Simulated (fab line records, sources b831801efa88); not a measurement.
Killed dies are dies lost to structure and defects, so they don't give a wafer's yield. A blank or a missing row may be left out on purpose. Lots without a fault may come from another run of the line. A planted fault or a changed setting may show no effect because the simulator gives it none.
Which tool did it? | flow sky130 | 11 lots, 33 wafers sampled, at 1 step of a route of 708

WHAT THE GAUGES READ, wafer by wafer
SKY_VIA2_OVL_MEAS_13. Usual: VIA2_OVL -7 nm, standard deviation 5.6.
lot  | measured     | on         | VIA2_OVL (nm) | flag
L988 | day 36 08:56 | overlay-01 | -8 -8 -1      |
L989 | day 37 04:15 | overlay-01 | -3 -6 -5      |
L990 | day 37 09:59 | overlay-02 | -8 -9 -9      |
L993 | day 38 06:15 | overlay-02 | 4 -2 7        |
L994 | day 38 08:14 | overlay-01 | -12 -12 -17   |
L996 | day 39 07:11 | overlay-02 | -8 -13 -20    |
L997 | day 39 07:32 | overlay-01 | -8 -8 -4      |
L103 | day 41 08:15 | overlay-02 | -15 -12 -15   |
L104 | day 41 11:42 | overlay-02 | -9 -16 -3     |
L109 | day 42 13:23 | overlay-01 | -11 -8 -15    |
L111 | day 43 04:09 | overlay-02 | 0 1 0         |

WHICH TOOL RAN EACH LOT (tool, then ch and the chambers of the sampled wafers, then the start)
The record holds no process step before these readings.

WHAT THE TOOLS THEMSELVES READ (means of the sampled wafers that have a number; where no wafer has one, the mark that the record gives instead)
The record holds no such reading with a usual standard deviation.

THE ANSWER, worked out from the rows above alone
Rule: a lot is off if the mean of its wafers that have a number lies more than 3 standard deviations from the usual mean. A lot without any number at a reading at which 4 lots or more have one is off too. The other lots that the step has rows for count as sound. The gauges are gone through in route order, then the tools' own readings, and for those a lot's mean is taken as printed above. The first step at which some lot is off is used, and at that step the reading that is off furthest; a lot without a number counts as furthest.
No lot is off at any reading shown: from this, nothing can be told.

WHAT THE SIMULATOR HAD PUT IN
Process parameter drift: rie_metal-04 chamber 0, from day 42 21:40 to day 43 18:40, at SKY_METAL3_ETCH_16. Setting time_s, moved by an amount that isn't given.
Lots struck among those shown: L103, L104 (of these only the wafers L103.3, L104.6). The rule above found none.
